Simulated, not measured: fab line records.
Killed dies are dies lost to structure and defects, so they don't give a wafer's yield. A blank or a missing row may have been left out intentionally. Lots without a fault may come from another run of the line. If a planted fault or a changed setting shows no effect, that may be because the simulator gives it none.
What tool caused it? | flow sky130 | Sampling: 12 lots, 36 wafers, 5 of 708 route steps

== WHAT EACH GAUGE READ, for each wafer ==
SKY_FIELD_ISO_THK_MEAS_25. Usual: FIELD_ISO_CVD_24_THK typically reads 595 nm, with standard deviation 5.7.
lot  | measured    | on            | FIELD_ISO_CVD_24_THK (nm) | flag
L375 | day 2 06:21 | film-metro-04 | 603 609 603               |
L377 | day 2 22:45 | film-metro-03 | 595 595 595               |
L378 | day 3 06:23 | film-metro-03 | 589 596 592               |
L379 | day 3 06:23 | film-metro-04 | 589 587 586               |
L381 | day 3 21:41 | film-metro-02 | 597 600 594               |
L382 | day 4 04:53 | film-metro-03 | 596 600 600               |
L389 | day 5 09:59 | film-metro-04 | 597 595 596               |
L390 | day 5 15:25 | film-metro-04 | 597 591 590               |
L391 | day 5 18:41 | film-metro-04 | 597 597 601               |
L395 | day 6 17:36 | film-metro-03 | 590 596 587               |
L397 | day 7 01:29 | film-metro-02 | 593 598 601               |
L398 | day 7 09:44 | film-metro-02 | 587 586 597               |

SKY_SONOS_TUNNEL_OVL_MEAS_08. Usual: SONOS_TUNNEL_OVL typically reads 0.0 nm, with standard deviation 1.6.
lot  | measured     | on         | SONOS_TUNNEL_OVL (nm) | flag
L375 | day 10 20:37 | overlay-02 | -2.4 -0.6 -2.3        |
L377 | day 12 13:35 | overlay-01 | 1.2 -0.2 1.6          |
L378 | day 12 17:37 | overlay-01 | 1.4 0.9 0.1           |
L379 | day 12 16:55 | overlay-01 | 2.0 1.9 2.6           |
L381 | day 14 00:37 | overlay-02 | 0.3 -1.2 -0.2         |
L382 | day 14 11:27 | overlay-01 | 0.2 2.6 0.6           |
L389 | day 16 03:13 | overlay-02 | -1.6 -2.3 -1.3        |
L390 | day 16 09:07 | overlay-02 | -3.4 -1.9 -2.3        |
L391 | day 16 12:07 | overlay-01 | -0.4 -0.3 -1.6        |
L395 | day 18 02:06 | overlay-02 | 0.7 1.1 0.7           |
L397 | day 18 18:24 | overlay-02 | 0.6 -0.1 0.5          |
L398 | day 19 09:40 | overlay-01 | -1.1 -0.4 -0.1        |

SKY_RES_PROTECT_TW_MEAS_08. Usual: POLY_GATE_TW typically reads 4080, with standard deviation 50.
lot  | measured     | on            | POLY_GATE_TW   | flag
L375 | day 14 14:20 | film-metro-01 | 4154 4157 4179 |
L377 | day 16 09:48 | film-metro-03 | 4037 4051 4050 |
L378 | day 16 14:47 | film-metro-01 | 4177 4175 4168 |
L379 | day 16 10:38 | film-metro-03 | 4057 4059 4085 |
L381 | day 18 00:04 | film-metro-04 | 4017 4039 4011 |
L382 | day 18 10:47 | film-metro-01 | 4070 4097 4106 |
L389 | day 20 22:44 | film-metro-01 | 31 31 31       | OFF
L390 | day 20 23:41 | film-metro-03 | 30 30 30       | OFF
L391 | day 20 23:41 | film-metro-01 | 4136 4111 4137 |
L395 | day 22 10:34 | film-metro-01 | 4120 4123 4108 |
L397 | day 22 22:04 | film-metro-01 | 4127 4105 4125 |
L398 | day 23 14:16 | film-metro-03 | 4058 4053 4056 |

== TOOL THAT RAN EACH LOT (tool first, then ch and the chambers of the sampled wafers, then the start) ==
lot  | SKY_GATE_OXIDE_STRIP_13              | SKY_RES_PROTECT_DEVELOP_06
L375 | plasma-asher-04 ch 0,1, day 13 08:58 | litho-track-04 ch 0, day 14 13:56
L377 | plasma-asher-04 ch 0,1, day 15 03:21 | litho-track-01 ch 0, day 16 09:26
L378 | plasma-asher-02 ch 0,1, day 15 05:19 | litho-track-04 ch 0, day 16 14:23
L379 | plasma-asher-02 ch 0,1, day 15 03:53 | litho-track-04 ch 0, day 16 10:16
L381 | plasma-asher-04 ch 0,1, day 16 15:21 | litho-track-03 ch 0, day 17 23:40
L382 | plasma-asher-02 ch 0,1, day 17 00:40 | litho-track-01 ch 0, day 18 10:23
L389 | plasma-asher-04 ch 0,1, day 18 22:02 | litho-track-01 ch 0, day 20 22:20
L390 | plasma-asher-04 ch 0,1, day 19 04:17 | litho-track-01 ch 0, day 20 23:17
L391 | plasma-asher-03 ch 0,1, day 19 07:53 | litho-track-03 ch 0, day 20 23:19
L395 | plasma-asher-04 ch 0,1, day 21 00:21 | litho-track-03 ch 0, day 22 10:10
L397 | plasma-asher-02 ch 0,1, day 21 12:49 | litho-track-03 ch 0, day 22 21:40
L398 | plasma-asher-03 ch 0,1, day 22 05:16 | litho-track-03 ch 0, day 23 13:53
- SKY_GATE_OXIDE_STRIP_13: strips in O2/N2.
- SKY_RES_PROTECT_DEVELOP_06: develop time 60 s.

== AS READ BY THE TOOLS THEMSELVES (means over the sampled wafers that have a number; for cases with no such wafer, the mark the record gives instead) ==
SKY_GATE_OXIDE_STRIP_13. Usual: drypump-motor-current-A 5.7 A, standard deviation 0.44; oes-product-au 0.715 a.u., standard deviation 0.0045; strip-time-to-endpoint-s 14.20 s, standard deviation 0.045.
lot  | tool            | drypump-motor-current-A (A) | oes-product-au (a.u.) | strip-time-to-endpoint-s (s) | flag
L375 | plasma-asher-04 | 6.2                         | 0.714                 | 14.20                        |
L377 | plasma-asher-04 | 6.1                         | 0.715                 | 14.18                        |
L378 | plasma-asher-02 | 5.3                         | 0.713                 | 14.25                        |
L379 | plasma-asher-02 | 5.3                         | 0.717                 | 14.25                        |
L381 | plasma-asher-04 | 6.2                         | 0.711                 | 14.19                        |
L382 | plasma-asher-02 | 5.2                         | 0.718                 | 14.17                        |
L389 | plasma-asher-04 | 6.1                         | 0.715                 | 14.20                        |
L390 | plasma-asher-04 | 6.2                         | 0.716                 | 14.21                        |
L391 | plasma-asher-03 | 5.7                         | 0.715                 | 14.19                        |
L395 | plasma-asher-04 | 6.2                         | 0.714                 | 14.23                        |
L397 | plasma-asher-02 | 5.3                         | 0.718                 | 14.25                        |
L398 | plasma-asher-03 | 5.7                         | 0.718                 | 14.17                        |

SKY_RES_PROTECT_DEVELOP_06. Usual: exhaust-pa 45.0 Pa, standard deviation 0.91; resist-line-temp-C 23.00 C, standard deviation 0.099.
lot  | tool           | exhaust-pa (Pa) | resist-line-temp-C (C) | flag
L375 | litho-track-04 | 45.1            | 23.07                  |
L377 | litho-track-01 | 45.0            | 22.96                  |
L378 | litho-track-04 | 44.6            | 22.88                  |
L379 | litho-track-04 | 44.7            | 22.90                  |
L381 | litho-track-03 | 44.6            | 22.99                  |
L382 | litho-track-01 | 44.7            | 23.05                  |
L389 | litho-track-01 | 43.5            | 23.03                  |
L390 | litho-track-01 | 43.4            | 23.03                  |
L391 | litho-track-03 | 45.0            | 23.10                  |
L395 | litho-track-03 | 46.2            | 22.93                  |
L397 | litho-track-03 | 45.9            | 23.08                  |
L398 | litho-track-03 | 45.1            | 23.01                  |

== THE ANSWER, worked out from the rows above alone ==
Rule: lot off if the mean of its wafers having a number is beyond 3 standard deviations from the usual mean. Also off: a lot with no number at a reading for which 4 or more lots have one. All remaining lots with rows at the step are treated as sound. Order of review: gauges by route order, followed by the tools' own readings, for which a lot's mean as printed above is used. The first step at which some lot is off is used, and at that step the reading that is off furthest; a lot without a number counts as furthest.
Off: at SKY_RES_PROTECT_TW_MEAS_08 (POLY_GATE_TW), L389, L390.
If a tool, at a process step before that reading, ran all the lots that are off and no sound lot after the first of them, it fits. The gauges at SKY_RES_PROTECT_TW_MEAS_08 are tried like those tools. One candidate fits, namely litho-track-01 at SKY_RES_PROTECT_DEVELOP_06. A fault onset in the window from L382 (day 18 10:23, its last sound lot) to L389 (day 20 22:20, its first lot off) fits.

== WHAT HAD BEEN PUT IN BY THE SIMULATOR ==
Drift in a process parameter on litho-track-01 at SKY_RES_PROTECT_DEVELOP_06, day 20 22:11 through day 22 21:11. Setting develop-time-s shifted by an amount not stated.
Struck lots among those shown: L389, L390. The rule above found the same.
